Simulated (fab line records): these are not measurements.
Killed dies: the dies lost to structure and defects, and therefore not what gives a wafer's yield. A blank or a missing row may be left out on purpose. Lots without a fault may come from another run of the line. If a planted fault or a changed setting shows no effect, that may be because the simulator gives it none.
Check for tools in common :: flow gf180mcu :: 39 wafers sampled across 13 lots

## REASON IT WAS OPENED
Flagged at GF_V2_CD_MEAS_14: reading cd-nm, on 2 of 13 lots. Wafers without a fault read 259.7 nm, standard deviation 0.98.
Rule: a lot gets a flag if all its wafers with a number sit over 4 standard deviations from that mean, or if no wafer of it has a number. The rest of the lots are taken to be sound.

lot: L954
measured: day 20 22:01
on: cd-sem-02
cd-nm (nm), wafer by wafer: 259.1 259.4 260.2
flag: 

lot: L956
measured: day 21 14:11
on: cd-sem-01
cd-nm (nm), wafer by wafer: 260.0 259.2 261.0
flag: 

lot: L958
measured: day 22 03:37
on: cd-sem-01
cd-nm (nm), wafer by wafer: 260.6 260.4 260.7
flag: 

lot: L959
measured: day 22 15:32
on: cd-sem-01
cd-nm (nm), wafer by wafer: 262.3 261.7 262.2
flag: 

lot: L960
measured: day 22 22:34
on: cd-sem-01
cd-nm (nm), wafer by wafer: 279.4 268.7 268.8
flag: FLAGGED

lot: L961
measured: day 23 06:59
on: cd-sem-01
cd-nm (nm), wafer by wafer: 275.9 264.7 281.3
flag: FLAGGED

lot: L962
measured: day 23 17:47
on: cd-sem-01
cd-nm (nm), wafer by wafer: 259.1 259.4 261.3
flag: 

lot: L970
measured: day 26 05:24
on: cd-sem-02
cd-nm (nm), wafer by wafer: 258.1 257.9 258.3
flag: 

lot: L972
measured: day 26 20:01
on: cd-sem-02
cd-nm (nm), wafer by wafer: 259.5 259.8 259.3
flag: 

lot: L973
measured: day 27 05:42
on: cd-sem-01
cd-nm (nm), wafer by wafer: 259.7 259.1 259.6
flag: 

lot: L974
measured: day 27 12:49
on: cd-sem-01
cd-nm (nm), wafer by wafer: 260.3 260.0 260.6
flag: 

lot: L975
measured: day 27 19:56
on: cd-sem-02
cd-nm (nm), wafer by wafer: 259.2 259.1 259.0
flag: 

lot: L976
measured: day 27 20:32
on: cd-sem-02
cd-nm (nm), wafer by wafer: 259.0 259.4 259.3
flag: 
Average over the flagged lots: 273.1 nm; offset from the usual +13.4 nm, equal to +14 standard deviations.

## WHICH TOOL EACH LOT WENT THROUGH
The record holds 2 process steps before the reading, out of a route of 602 steps. Read each cell as the tool, then ch plus the chambers that the sampled wafers visited, then the start.
lot: L954
flag: 
GF_M2_SPUTTER_03: pvd-sputter-01, day 18 19:40
GF_V2_EXPOSE_11: krf-scanner-01 ch 0, day 20 09:41

lot: L956
flag: 
GF_M2_SPUTTER_03: pvd-sputter-04, day 19 12:07
GF_V2_EXPOSE_11: krf-scanner-01 ch 0, day 21 02:26

lot: L958
flag: 
GF_M2_SPUTTER_03: pvd-sputter-04, day 20 03:10
GF_V2_EXPOSE_11: krf-scanner-02 ch 0, day 21 16:05

lot: L959
flag: 
GF_M2_SPUTTER_03: pvd-sputter-02, day 20 15:25
GF_V2_EXPOSE_11: krf-scanner-02 ch 0, day 22 04:05

lot: L960
flag: FLAGGED
GF_M2_SPUTTER_03: pvd-sputter-02, day 20 22:48
GF_V2_EXPOSE_11: krf-scanner-02 ch 0, day 22 10:59

lot: L961
flag: FLAGGED
GF_M2_SPUTTER_03: pvd-sputter-02, day 21 06:56
GF_V2_EXPOSE_11: krf-scanner-02 ch 0, day 22 19:47

lot: L962
flag: 
GF_M2_SPUTTER_03: pvd-sputter-04, day 21 18:22
GF_V2_EXPOSE_11: krf-scanner-01 ch 0, day 23 06:45

lot: L970
flag: 
GF_M2_SPUTTER_03: pvd-sputter-02, day 24 09:25
GF_V2_EXPOSE_11: krf-scanner-01 ch 0, day 25 19:37

lot: L972
flag: 
GF_M2_SPUTTER_03: pvd-sputter-01, day 25 00:19
GF_V2_EXPOSE_11: krf-scanner-01 ch 0, day 26 09:25

lot: L973
flag: 
GF_M2_SPUTTER_03: pvd-sputter-01, day 25 09:59
GF_V2_EXPOSE_11: krf-scanner-02 ch 0, day 26 20:01

lot: L974
flag: 
GF_M2_SPUTTER_03: pvd-sputter-01, day 25 18:01
GF_V2_EXPOSE_11: krf-scanner-02 ch 0, day 27 02:35

lot: L975
flag: 
GF_M2_SPUTTER_03: pvd-sputter-04, day 26 01:20
GF_V2_EXPOSE_11: krf-scanner-01 ch 0, day 27 09:59

lot: L976
flag: 
GF_M2_SPUTTER_03: pvd-sputter-02, day 26 01:27
GF_V2_EXPOSE_11: krf-scanner-01 ch 0, day 27 10:27
These steps, and what they do:
- GF_M2_SPUTTER_03: material Ti, target thk 10 nm, time 6.7 s.
- GF_V2_EXPOSE_11: exposes mask Via2, target cd 260 nm.
- GF_V2_CD_MEAS_14: target cd 260 nm.

## FLAGGED AGAINST TOTAL, ONE TOOL AT A TIME (gauges that did the reading follow at the end)
step: GF_M2_SPUTTER_03
tool: pvd-sputter-01
lots run: 4
flagged: 0
share of the flagged lots: none
sound lots run after its first flagged lot: -

step: GF_M2_SPUTTER_03
tool: pvd-sputter-02
lots run: 5
flagged: 2
share of the flagged lots: all
sound lots run after its first flagged lot: 2 (L970,L976)

step: GF_M2_SPUTTER_03
tool: pvd-sputter-04
lots run: 4
flagged: 0
share of the flagged lots: none
sound lots run after its first flagged lot: -

step: GF_V2_EXPOSE_11
tool: krf-scanner-01
lots run: 7
flagged: 0
share of the flagged lots: none
sound lots run after its first flagged lot: -

step: GF_V2_EXPOSE_11
tool: krf-scanner-02
lots run: 6
flagged: 2
share of the flagged lots: all
sound lots run after its first flagged lot: 2 (L973,L974)

step: GF_V2_CD_MEAS_14
tool: cd-sem-01
lots run: 8
flagged: 2
share of the flagged lots: all
sound lots run after its first flagged lot: 3 (L962,L973,L974)

step: GF_V2_CD_MEAS_14
tool: cd-sem-02
lots run: 5
flagged: 0
share of the flagged lots: none
sound lots run after its first flagged lot: -

## WHAT THE TABLE ALLOWS
pvd-sputter-02 at GF_M2_SPUTTER_03, krf-scanner-02 at GF_V2_EXPOSE_11 and cd-sem-01 at GF_V2_CD_MEAS_14: these 3 rows of the table ran every flagged lot.
- pvd-sputter-02 at GF_M2_SPUTTER_03: 2 of its 5 lots flagged. Sound lots followed the first flagged one (L970, L976) on it, something a lasting fault affecting the whole tool could not allow.
- krf-scanner-02 at GF_V2_EXPOSE_11: 2 of its 6 lots flagged. Sound lots followed the first flagged one (L973, L974) on it, something a lasting fault affecting the whole tool could not allow.
- cd-sem-01 at GF_V2_CD_MEAS_14: 2 of its 8 lots flagged. Sound lots followed the first flagged one (L962, L973, L974) on it, something a lasting fault affecting the whole tool could not allow.
None of the table's rows ran every flagged lot and, after the first, no sound lot.

## WHAT THE SIMULATOR PUT IN
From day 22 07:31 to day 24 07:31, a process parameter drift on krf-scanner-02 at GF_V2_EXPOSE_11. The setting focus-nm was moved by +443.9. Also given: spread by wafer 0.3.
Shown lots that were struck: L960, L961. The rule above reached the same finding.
